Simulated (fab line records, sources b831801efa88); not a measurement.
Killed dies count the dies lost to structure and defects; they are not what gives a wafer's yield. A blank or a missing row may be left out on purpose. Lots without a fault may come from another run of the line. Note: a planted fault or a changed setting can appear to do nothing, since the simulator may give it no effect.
One fault through the eyes of 2 desks || flow sky130 || what lay behind the numbers comes last; until then each desk has only its own

== THE METROLOGY DESK ==
What the gauges read, lot by lot, whatever tool the lot ran on: means of the sampled wafers that have a number. If a lot's mean is further than 4 standard deviations from the usual mean, the lot is out of limits and carries the mark OUT (the distance appears in the brackets).
Columns: A = CONTACT_W_RS at SKY_CONTACT_RS_MEAS_25, usual 0.3371 ohm/sq; B = CONTACT_W_THK at SKY_CONTACT_THK_MEAS_26, usual 338 nm; C = METAL2_ALCU_THK at SKY_METAL2_THK_MEAS_06, usual 256.5 nm
{"lot": "L994", "first seen here": "day 31 20:06", "A": 0.3367, "B": 340, "C": 255.9}
{"lot": "L993", "first seen here": "day 31 21:32", "A": 0.3344, "B": 336, "C": 259.7}
{"lot": "L995", "first seen here": "day 32 10:26", "A": 0.3350, "B": 335, "C": 255.7}
{"lot": "L996", "first seen here": "day 32 16:12", "A": "0.3183 (-6.3) OUT", "B": 357, "C": 257.5}
{"lot": "L100", "first seen here": "day 33 23:56", "A": "0.3001 (-12) OUT", "B": "383 (+8.9) OUT", "C": 258.5}
{"lot": "L108", "first seen here": "day 36 12:58", "A": 0.3362, "B": 340, "C": 256.3}
{"lot": "L111", "first seen here": "day 37 02:55", "A": 0.3376, "B": 339, "C": 256.8}
{"lot": "L113", "first seen here": "day 38 02:50", "A": 0.3393, "B": 339, "C": 251.3}
{"lot": "L114", "first seen here": "day 38 07:20", "A": 0.3361, "B": 343, "C": 255.4}
{"lot": "L115", "first seen here": "day 38 12:27", "A": 0.3366, "B": 343, "C": 256.0}
{"lot": "L116", "first seen here": "day 38 19:46", "A": 0.3373, "B": 331, "C": 258.1}
This desk reports L100, L996 out of limits; the earliest was L996 at day 32 16:12 (CONTACT_W_RS at SKY_CONTACT_RS_MEAS_25). In limits: L994, L993, L995, L108, L111, L113, L114, L115, L116.

== FOR THE TOOL OWNER'S DESK: cvd w-02 ==
The tool's own readings at SKY_CONTACT_CVD_24 (deposits W, target thk 340 nm, time 102.12 s): means of the sampled wafers that have a number, for each lot that ran on this tool. If a lot's mean is further than 4 standard deviations from the usual mean, the lot is out of limits and carries the mark OUT (the distance appears in the brackets).
Columns: A = heater power w at SKY_CONTACT_CVD_24, usual 866 W
{"lot": "L994", "first seen here": "day 31 19:58", "A": 798}
{"lot": "L995", "first seen here": "day 32 10:20", "A": 820}
{"lot": "L996", "first seen here": "day 32 16:05", "A": 820}
{"lot": "L100", "first seen here": "day 33 23:50", "A": 845}
{"lot": "L111", "first seen here": "day 37 02:48", "A": 850}
{"lot": "L113", "first seen here": "day 38 02:44", "A": 834}
{"lot": "L114", "first seen here": "day 38 07:13", "A": 829}
{"lot": "L115", "first seen here": "day 38 12:20", "A": 832}
{"lot": "L116", "first seen here": "day 38 19:40", "A": 816}
Finding of this desk: none of the 9 lots has anything out of limits.

== TAKEN TOGETHER ==
At day 32 16:12 the metrology desk could have sounded an alarm, on L100, L996.
Nothing out of limits was seen by the tool owner's desk.
On record at the tool owner's desk: L100, L996, within its limits.
The lots listed all ran SKY_CONTACT_CVD_24 on cvd w-02.

== WHAT THE SIMULATOR HAD INSERTED ==
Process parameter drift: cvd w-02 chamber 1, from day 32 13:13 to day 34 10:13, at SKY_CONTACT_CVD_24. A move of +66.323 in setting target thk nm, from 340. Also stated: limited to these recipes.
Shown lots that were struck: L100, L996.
Delay in hours, fault start to first out-of-limits reading, per desk: metrology desk 3.
